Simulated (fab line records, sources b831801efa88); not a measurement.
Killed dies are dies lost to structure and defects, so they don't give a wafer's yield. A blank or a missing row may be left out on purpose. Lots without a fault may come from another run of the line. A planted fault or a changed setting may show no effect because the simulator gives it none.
Which tool did it? | flow gf180mcu | 13 lots, 39 wafers sampled, at 3 steps of a route of 602

WHAT THE GAUGES READ, wafer by wafer
GF_TOP_METAL_RS_MEAS_05: measures by four-point-probe. Usual: TOP_METAL_ALCU_RS 0.0326 ohm/sq, standard deviation 0.00033.
lot  | measured     | on            | TOP_METAL_ALCU_RS (ohm/sq) | flag
L428 | day 27 01:10 | film_metro-02 | 0.0330 0.0328 0.0330       |
L429 | day 27 10:50 | film_metro-03 | 0.0321 0.0328 0.0321       |
L430 | day 27 20:29 | film_metro-02 | 0.0327 0.0324 0.0324       |
L433 | day 28 21:21 | film_metro-03 | 0.0324 0.0326 0.0330       |
L435 | day 29 11:39 | film_metro-02 | 0.0324 0.0323 0.0322       |
L436 | day 29 22:33 | film_metro-02 | 0.0327 0.0327 0.0324       |
L438 | day 30 16:10 | film_metro-01 | 0.0324 0.0323 0.0323       |
L439 | day 30 19:53 | film_metro-02 | 0.0329 0.0327 0.0329       |
L440 | day 30 21:49 | film_metro-03 | 0.0325 0.0324 0.0325       |
L442 | day 31 11:10 | film_metro-02 | 0.0322 0.0328 0.0326       |
L446 | day 32 08:18 | film_metro-02 | 0.0320 0.0324 0.0320       |
L449 | day 32 23:26 | film_metro-02 | 0.0325 0.0326 0.0328       |
L450 | day 33 08:49 | film_metro-01 | 0.0322 0.0325 0.0324       |

WHICH TOOL RAN EACH LOT (tool, then ch and the chambers of the sampled wafers, then the start)
lot  | GF_V3_STRIP_19                  | GF_V5_ETCH_16
L428 | wet_bench-01 ch 1, day 22 05:30 | rie_diel-01 ch 0,3, day 26 23:33
L429 | wet_bench-01 ch 1, day 22 15:29 | rie_diel-01 ch 0,2,3, day 27 09:12
L430 | wet_bench-01 ch 0, day 23 01:56 | rie_diel-02 ch 2,3, day 27 18:52
L433 | wet_bench-03 ch 3, day 24 06:35 | rie_diel-02 ch 0,2,3, day 28 19:40
L435 | wet_bench-04 ch 2, day 24 20:35 | rie_diel-02 ch 0,2, day 29 10:03
L436 | wet_bench-03 ch 1, day 25 12:15 | rie_diel-01 ch 2,3, day 29 20:51
L438 | wet_bench-01 ch 0, day 26 00:17 | rie_diel-03 ch 1,2,3, day 30 08:42
L439 | wet_bench-04 ch 2, day 26 11:11 | rie_diel-01 ch 1,2, day 30 18:15
L440 | wet_bench-04 ch 1, day 26 13:48 | rie_diel-03 ch 0,3, day 30 20:10
L442 | wet_bench-03 ch 0, day 27 05:12 | rie_diel-01 ch 0,1,2, day 31 09:32
L446 | wet_bench-01 ch 0, day 28 04:16 | rie_diel-03 ch 0,3, day 32 06:40
L449 | wet_bench-01 ch 0, day 28 23:10 | rie_diel-03 ch 1,2,3, day 32 21:48
L450 | wet_bench-03 ch 2, day 29 08:31 | rie_diel-01 ch 1,2,3, day 33 07:07
- GF_V3_STRIP_19: strips in post etch residue remover, time 1200 s.
- GF_V5_ETCH_16: etches BARC in N2/H2.

WHAT THE TOOLS THEMSELVES READ (means of the sampled wafers that have a number; where no wafer has one, the mark that the record gives instead)
GF_V5_ETCH_16. Usual: drypump_motor_current_A 6.1 A, standard deviation 0.5; oes_product_au 0.854 a.u., standard deviation 0.0047; throttle_valve_pct 13.224 %, standard deviation 0.0086.
lot  | tool        | drypump_motor_current_A (A) | oes_product_au (a.u.) | throttle_valve_pct (%) | flag
L428 | rie_diel-01 | 6.5                         | 0.849                 | 13.226                 |
L429 | rie_diel-01 | 6.5                         | 0.855                 | 13.213                 |
L430 | rie_diel-02 | 5.7                         | 0.859                 | 13.230                 |
L433 | rie_diel-02 | 5.5                         | 0.854                 | 13.215                 |
L435 | rie_diel-02 | 5.3                         | 0.853                 | 13.218                 |
L436 | rie_diel-01 | 6.4                         | 0.851                 | 13.223                 |
L438 | rie_diel-03 | 5.9                         | 0.851                 | 13.228                 |
L439 | rie_diel-01 | 6.4                         | 0.856                 | 13.228                 |
L440 | rie_diel-03 | 6.7                         | 0.857                 | 13.223                 |
L442 | rie_diel-01 | 6.5                         | 0.856                 | 13.225                 |
L446 | rie_diel-03 | 6.5                         | 0.852                 | 13.212                 |
L449 | rie_diel-03 | 5.9                         | 0.854                 | 13.226                 |
L450 | rie_diel-01 | 6.4                         | 0.853                 | 13.224                 |

THE ANSWER, worked out from the rows above alone
Rule: a lot is off if the mean of its wafers that have a number lies more than 3 standard deviations from the usual mean. A lot without any number at a reading at which 4 lots or more have one is off too. The other lots that the step has rows for count as sound. The gauges are gone through in route order, then the tools' own readings, and for those a lot's mean is taken as printed above. The first step at which some lot is off is used, and at that step the reading that is off furthest; a lot without a number counts as furthest.
No lot is off at any reading shown: from this, nothing can be told.

WHAT THE SIMULATOR HAD PUT IN
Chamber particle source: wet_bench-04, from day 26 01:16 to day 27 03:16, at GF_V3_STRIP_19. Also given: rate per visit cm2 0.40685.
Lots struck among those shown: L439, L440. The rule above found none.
